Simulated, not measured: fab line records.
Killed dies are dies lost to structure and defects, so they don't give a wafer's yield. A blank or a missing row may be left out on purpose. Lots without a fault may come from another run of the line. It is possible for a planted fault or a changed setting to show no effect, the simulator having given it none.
Which tool did it? || flow sky130 || 14 lots, 42 wafers sampled, at 2 steps of a route of 708

== WHAT THE GAUGES SHOWED, per wafer ==
The record lacks any reading of a measuring or inspecting step that a usual standard deviation could be used to judge.

== TOOL THAT RAN EACH LOT (tool first, then ch and the chambers of the sampled wafers, then the start) ==
{"lot": "L719", "SKY_GATE_OXIDE_OXIDATION_16": "furnace-02 ch 0, day 14 13:27", "SKY_PAD_OPEN_PROBE_99": "prober-02, day 46 11:46"}
{"lot": "L721", "SKY_GATE_OXIDE_OXIDATION_16": "furnace-02 ch 0, day 15 02:25", "SKY_PAD_OPEN_PROBE_99": "prober-01, day 46 15:34"}
{"lot": "L723", "SKY_GATE_OXIDE_OXIDATION_16": "furnace-01 ch 0, day 15 10:14", "SKY_PAD_OPEN_PROBE_99": "prober-02, day 46 21:59"}
{"lot": "L724", "SKY_GATE_OXIDE_OXIDATION_16": "furnace-01 ch 0, day 15 18:07", "SKY_PAD_OPEN_PROBE_99": "prober-02, day 46 23:44"}
{"lot": "L726", "SKY_GATE_OXIDE_OXIDATION_16": "furnace-01 ch 0, day 16 17:44", "SKY_PAD_OPEN_PROBE_99": "prober-02, day 47 15:21"}
{"lot": "L727", "SKY_GATE_OXIDE_OXIDATION_16": "furnace-02 ch 0, day 16 21:37", "SKY_PAD_OPEN_PROBE_99": "prober-02, day 47 20:28"}
{"lot": "L729", "SKY_GATE_OXIDE_OXIDATION_16": "furnace-01 ch 0, day 17 08:23", "SKY_PAD_OPEN_PROBE_99": "prober-02, day 48 00:59"}
{"lot": "L730", "SKY_GATE_OXIDE_OXIDATION_16": "furnace-01 ch 0, day 17 17:38", "SKY_PAD_OPEN_PROBE_99": "prober-01, day 48 12:07"}
{"lot": "L731", "SKY_GATE_OXIDE_OXIDATION_16": "furnace-01 ch 0, day 18 00:27", "SKY_PAD_OPEN_PROBE_99": "prober-02, day 48 15:12"}
{"lot": "L732", "SKY_GATE_OXIDE_OXIDATION_16": "furnace-01 ch 0, day 19 02:32", "SKY_PAD_OPEN_PROBE_99": "prober-01, day 49 07:42"}
{"lot": "L733", "SKY_GATE_OXIDE_OXIDATION_16": "furnace-02 ch 0, day 19 04:28", "SKY_PAD_OPEN_PROBE_99": "prober-01, day 49 08:43"}
{"lot": "L735", "SKY_GATE_OXIDE_OXIDATION_16": "furnace-02 ch 0, day 19 11:52", "SKY_PAD_OPEN_PROBE_99": "prober-01, day 49 13:58"}
{"lot": "L741", "SKY_GATE_OXIDE_OXIDATION_16": "furnace-02 ch 0, day 22 10:51", "SKY_PAD_OPEN_PROBE_99": "prober-02, day 51 04:22"}
{"lot": "L742", "SKY_GATE_OXIDE_OXIDATION_16": "furnace-01 ch 0, day 22 12:59", "SKY_PAD_OPEN_PROBE_99": "prober-02, day 51 08:15"}
- SKY_GATE_OXIDE_OXIDATION_16: stabilise 600 s, purge 300 s, target thk 3.57 nm.
- SKY_PAD_OPEN_PROBE_99

== AS READ BY THE TOOLS THEMSELVES (means over the sampled wafers that have a number; for cases with no such wafer, the mark the record gives instead) ==
SKY_GATE_OXIDE_OXIDATION_16.
{"lot": "L719", "tool": "furnace-02", "rampUpCPerMin": 10.0004, "spikeTcBottomC (C)": 816.2, "spikeTcCentreC (C)": 801.3, "spikeTcLowerC (C)": 799.0, "spikeTcTopC (C)": 812.3, "spikeTcUpperC (C)": 799.9, "tubeCenterTempC (C)": 800, "tube_center_temp_C_max": 802.1}
{"lot": "L721", "tool": "furnace-02", "rampUpCPerMin": 9.9990, "spikeTcBottomC (C)": 816.5, "spikeTcCentreC (C)": 802.0, "spikeTcLowerC (C)": 800.7, "spikeTcTopC (C)": 811.7, "spikeTcUpperC (C)": 799.7, "tubeCenterTempC (C)": 800, "tube_center_temp_C_max": 801.9}
{"lot": "L723", "tool": "furnace-01", "rampUpCPerMin": 9.9997, "spikeTcBottomC (C)": 814.4, "spikeTcCentreC (C)": 801.2, "spikeTcLowerC (C)": 798.9, "spikeTcTopC (C)": 810.2, "spikeTcUpperC (C)": 799.6, "tubeCenterTempC (C)": 800, "tube_center_temp_C_max": 802.0}
{"lot": "L724", "tool": "furnace-01", "rampUpCPerMin": 9.9998, "spikeTcBottomC (C)": 814.8, "spikeTcCentreC (C)": 802.4, "spikeTcLowerC (C)": 799.9, "spikeTcTopC (C)": 810.3, "spikeTcUpperC (C)": 801.5, "tubeCenterTempC (C)": 800, "tube_center_temp_C_max": 802.0}
{"lot": "L726", "tool": "furnace-01", "rampUpCPerMin": 9.9982, "spikeTcBottomC (C)": 814.3, "spikeTcCentreC (C)": 800.5, "spikeTcLowerC (C)": 798.8, "spikeTcTopC (C)": 810.7, "spikeTcUpperC (C)": 800.2, "tubeCenterTempC (C)": 800, "tube_center_temp_C_max": 802.0}
{"lot": "L727", "tool": "furnace-02", "rampUpCPerMin": 10.0023, "spikeTcBottomC (C)": 815.8, "spikeTcCentreC (C)": 801.5, "spikeTcLowerC (C)": 799.7, "spikeTcTopC (C)": 812.1, "spikeTcUpperC (C)": 799.1, "tubeCenterTempC (C)": 800, "tube_center_temp_C_max": 802.2}
{"lot": "L729", "tool": "furnace-01", "rampUpCPerMin": 9.9991, "spikeTcBottomC (C)": 814.9, "spikeTcCentreC (C)": 800.9, "spikeTcLowerC (C)": 799.6, "spikeTcTopC (C)": 809.5, "spikeTcUpperC (C)": 800.5, "tubeCenterTempC (C)": 800, "tube_center_temp_C_max": 802.1}
{"lot": "L730", "tool": "furnace-01", "rampUpCPerMin": 9.9993, "spikeTcBottomC (C)": 813.9, "spikeTcCentreC (C)": 801.6, "spikeTcLowerC (C)": 798.8, "spikeTcTopC (C)": 810.1, "spikeTcUpperC (C)": 800.0, "tubeCenterTempC (C)": 800, "tube_center_temp_C_max": 802.4}
{"lot": "L731", "tool": "furnace-01", "rampUpCPerMin": 10.0002, "spikeTcBottomC (C)": 834.0, "spikeTcCentreC (C)": 818.6, "spikeTcLowerC (C)": 818.6, "spikeTcTopC (C)": 828.2, "spikeTcUpperC (C)": 817.6, "tubeCenterTempC (C)": 818, "tube_center_temp_C_max": 820.1}
{"lot": "L732", "tool": "furnace-01", "rampUpCPerMin": 9.9991, "spikeTcBottomC (C)": 832.5, "spikeTcCentreC (C)": 819.3, "spikeTcLowerC (C)": 817.0, "spikeTcTopC (C)": 827.9, "spikeTcUpperC (C)": 818.8, "tubeCenterTempC (C)": 818, "tube_center_temp_C_max": 820.1}
{"lot": "L733", "tool": "furnace-02", "rampUpCPerMin": 9.9999, "spikeTcBottomC (C)": 816.1, "spikeTcCentreC (C)": 801.2, "spikeTcLowerC (C)": 800.1, "spikeTcTopC (C)": 811.9, "spikeTcUpperC (C)": 798.9, "tubeCenterTempC (C)": 800, "tube_center_temp_C_max": 802.0}
{"lot": "L735", "tool": "furnace-02", "rampUpCPerMin": 9.9991, "spikeTcBottomC (C)": 816.6, "spikeTcCentreC (C)": 801.7, "spikeTcLowerC (C)": 799.3, "spikeTcTopC (C)": 810.8, "spikeTcUpperC (C)": 800.3, "tubeCenterTempC (C)": 800, "tube_center_temp_C_max": 802.0}
{"lot": "L741", "tool": "furnace-02", "rampUpCPerMin": 9.9998, "spikeTcBottomC (C)": 817.2, "spikeTcCentreC (C)": 801.3, "spikeTcLowerC (C)": 799.7, "spikeTcTopC (C)": 811.9, "spikeTcUpperC (C)": 799.0, "tubeCenterTempC (C)": 800, "tube_center_temp_C_max": 802.3}
{"lot": "L742", "tool": "furnace-01", "rampUpCPerMin": 9.9997, "spikeTcBottomC (C)": 814.3, "spikeTcCentreC (C)": 801.0, "spikeTcLowerC (C)": 799.0, "spikeTcTopC (C)": 810.2, "spikeTcUpperC (C)": 800.6, "tubeCenterTempC (C)": 800, "tube_center_temp_C_max": 802.3}

SKY_PAD_OPEN_PROBE_99.
{"lot": "L719", "tool": "prober-02", "killed_at_M0_to_M3": 38, "killed_at_M4_up": 2.7, "killedAtContacts": 30, "killedAtFrontEnd": 15, "killedAtOther": 0.0, "killedDies": 85, "killedOpen": 46, "killedShort": 38}
{"lot": "L721", "tool": "prober-01", "killed_at_M0_to_M3": 46, "killed_at_M4_up": 2.7, "killedAtContacts": 24, "killedAtFrontEnd": 11, "killedAtOther": 0.0, "killedDies": 84, "killedOpen": 45, "killedShort": 40}
{"lot": "L723", "tool": "prober-02", "killed_at_M0_to_M3": 37, "killed_at_M4_up": 3.7, "killedAtContacts": 26, "killedAtFrontEnd": 16, "killedAtOther": 0.0, "killedDies": 83, "killedOpen": 51, "killedShort": 32}
{"lot": "L724", "tool": "prober-02", "killed_at_M0_to_M3": 40, "killed_at_M4_up": 4.0, "killedAtContacts": 21, "killedAtFrontEnd": 15, "killedAtOther": 0.3, "killedDies": 81, "killedOpen": 44, "killedShort": 37}
{"lot": "L726", "tool": "prober-02", "killed_at_M0_to_M3": 41, "killed_at_M4_up": 4.0, "killedAtContacts": 22, "killedAtFrontEnd": 10, "killedAtOther": 0.0, "killedDies": 76, "killedOpen": 41, "killedShort": 35}
{"lot": "L727", "tool": "prober-02", "killed_at_M0_to_M3": 48, "killed_at_M4_up": 3.0, "killedAtContacts": 26, "killedAtFrontEnd": 16, "killedAtOther": 0.3, "killedDies": 93, "killedOpen": 50, "killedShort": 43}
{"lot": "L729", "tool": "prober-02", "killed_at_M0_to_M3": 41, "killed_at_M4_up": 4.3, "killedAtContacts": 30, "killedAtFrontEnd": 18, "killedAtOther": 0.3, "killedDies": 94, "killedOpen": 50, "killedShort": 44}
{"lot": "L730", "tool": "prober-01", "killed_at_M0_to_M3": 46, "killed_at_M4_up": 4.0, "killedAtContacts": 26, "killedAtFrontEnd": 15, "killedAtOther": 0.3, "killedDies": 92, "killedOpen": 48, "killedShort": 44}
{"lot": "L731", "tool": "prober-02", "killed_at_M0_to_M3": 50, "killed_at_M4_up": 3.3, "killedAtContacts": 24, "killedAtFrontEnd": 9, "killedAtOther": 0.7, "killedDies": 87, "killedOpen": 48, "killedShort": 40}
{"lot": "L732", "tool": "prober-01", "killed_at_M0_to_M3": 51, "killed_at_M4_up": 3.7, "killedAtContacts": 32, "killedAtFrontEnd": 16, "killedAtOther": 0.3, "killedDies": 103, "killedOpen": 56, "killedShort": 47}
{"lot": "L733", "tool": "prober-01", "killed_at_M0_to_M3": 40, "killed_at_M4_up": 4.3, "killedAtContacts": 26, "killedAtFrontEnd": 13, "killedAtOther": 0.0, "killedDies": 83, "killedOpen": 44, "killedShort": 39}
{"lot": "L735", "tool": "prober-01", "killed_at_M0_to_M3": 39, "killed_at_M4_up": 2.0, "killedAtContacts": 28, "killedAtFrontEnd": 13, "killedAtOther": 0.7, "killedDies": 82, "killedOpen": 46, "killedShort": 36}
{"lot": "L741", "tool": "prober-02", "killed_at_M0_to_M3": 38, "killed_at_M4_up": 3.3, "killedAtContacts": 26, "killedAtFrontEnd": 17, "killedAtOther": 0.0, "killedDies": 84, "killedOpen": 40, "killedShort": 44}
{"lot": "L742", "tool": "prober-02", "killed_at_M0_to_M3": 50, "killed_at_M4_up": 1.7, "killedAtContacts": 27, "killedAtFrontEnd": 16, "killedAtOther": 0.3, "killedDies": 95, "killedOpen": 53, "killedShort": 42}

== THE ANSWER, worked out from the rows above alone ==
Rule: the usual values come from the lots themselves. Put in order of their means at a reading, lots are off if they are a third of the lots or fewer, leave a main group of 4 or more, and stand apart from it by a gap of 3 or more times the standard deviation of the main group's means; of several such gaps the widest counts. A main group is skipped when, at the precision printed for the reading in the tables above, its means are all equal. Also off: a lot with no number at a reading for which 4 or more lots have one. Where the step has rows for the other lots, those lots are counted as sound. Order of review: gauges by route order, followed by the tools' own readings, for which a lot's mean as printed above is used. At the first step where some lot is off, the reading lying furthest off is the one used; lots without a number count as furthest.
Off: L731, L732 (SKY_GATE_OXIDE_OXIDATION_16, tube_center_temp_C_max). Main group: mean 802.1, sd 0.15.
If a tool, at that step or one of the process steps before it, ran each lot that is off and ran no sound lot following the first of them, it fits. No candidate that was tried fits.

== WHAT WAS PUT IN BY THE SIMULATOR ==
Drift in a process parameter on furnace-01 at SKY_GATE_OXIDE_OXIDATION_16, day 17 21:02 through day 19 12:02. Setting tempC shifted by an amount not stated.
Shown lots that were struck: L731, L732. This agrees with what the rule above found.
